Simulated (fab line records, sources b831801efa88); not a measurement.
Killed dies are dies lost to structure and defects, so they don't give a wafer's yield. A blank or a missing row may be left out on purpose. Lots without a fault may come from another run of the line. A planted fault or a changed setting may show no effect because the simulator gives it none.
Which tool did it? | flow sky130 | 7 lots, 21 wafers sampled, at 3 steps of a route of 708

WHAT THE GAUGES READ, wafer by wafer
SKY_VIA1_OVL_MEAS_13.
lot  | measured     | on         | VIA1_OVL (nm)
L890 | day 36 08:31 | overlay-01 | - - -
L895 | day 38 05:32 | overlay-02 | 10 6 5
L897 | day 38 12:49 | overlay-01 | -3 -2 -3
L899 | day 39 07:16 | overlay-01 | -3 5 3
L901 | day 40 01:37 | overlay-01 | 3 1 4
L904 | day 41 02:02 | overlay-01 | 0 -2 4
L906 | day 41 17:23 | overlay-02 | 2 -1 -2

WHICH TOOL RAN EACH LOT (tool, then ch and the chambers of the sampled wafers, then the start)
lot  | SKY_METAL1_SPUTTER_04        | SKY_VIA1_EXPOSE_09
L890 | pvd_sputter-03, day 34 01:31 | krf_scanner-02, day 35 18:46
L895 | pvd_sputter-04, day 35 23:53 | krf_scanner-01 ch 0, day 37 16:17
L897 | pvd_sputter-01, day 36 07:47 | krf_scanner-02 ch 0, day 38 00:07
L899 | pvd_sputter-04, day 37 03:01 | krf_scanner-01 ch 0, day 38 18:40
L901 | pvd_sputter-03, day 37 20:33 | krf_scanner-01 ch 0, day 39 13:23
L904 | pvd_sputter-01, day 38 21:59 | krf_scanner-02 ch 0, day 40 14:35
L906 | pvd_sputter-04, day 39 13:47 | krf_scanner-01 ch 0, day 41 04:28
- SKY_METAL1_SPUTTER_04: material TiN, target thk 70 nm, time 58.3 s.
- SKY_VIA1_EXPOSE_09: exposes mask VIM, target cd 150 nm.

THE ANSWER, worked out from the rows above alone
Rule: what is usual is taken from the lots themselves. Put in order of their means at a reading, lots are off if they are a third of the lots or fewer, leave a main group of 4 or more, and stand apart from it by a gap of 3 or more times the standard deviation of the main group's means; of several such gaps the widest counts. A main group whose means are all the same, to the digits that the tables above print for the reading, isn't used. A lot without any number at a reading at which 4 lots or more have one is off too. The other lots that the step has rows for count as sound.
Off: L890, at SKY_VIA1_OVL_MEAS_13 (VIA1_OVL). Without a number there: L890. The main group: mean 2 nm, standard deviation 3.
A tool fits if, at a process step before that reading, it ran every lot that is off, and no sound lot after the first of them. The gauges at SKY_VIA1_OVL_MEAS_13 are tried like those tools. None of those tried fits.

WHAT THE SIMULATOR HAD PUT IN
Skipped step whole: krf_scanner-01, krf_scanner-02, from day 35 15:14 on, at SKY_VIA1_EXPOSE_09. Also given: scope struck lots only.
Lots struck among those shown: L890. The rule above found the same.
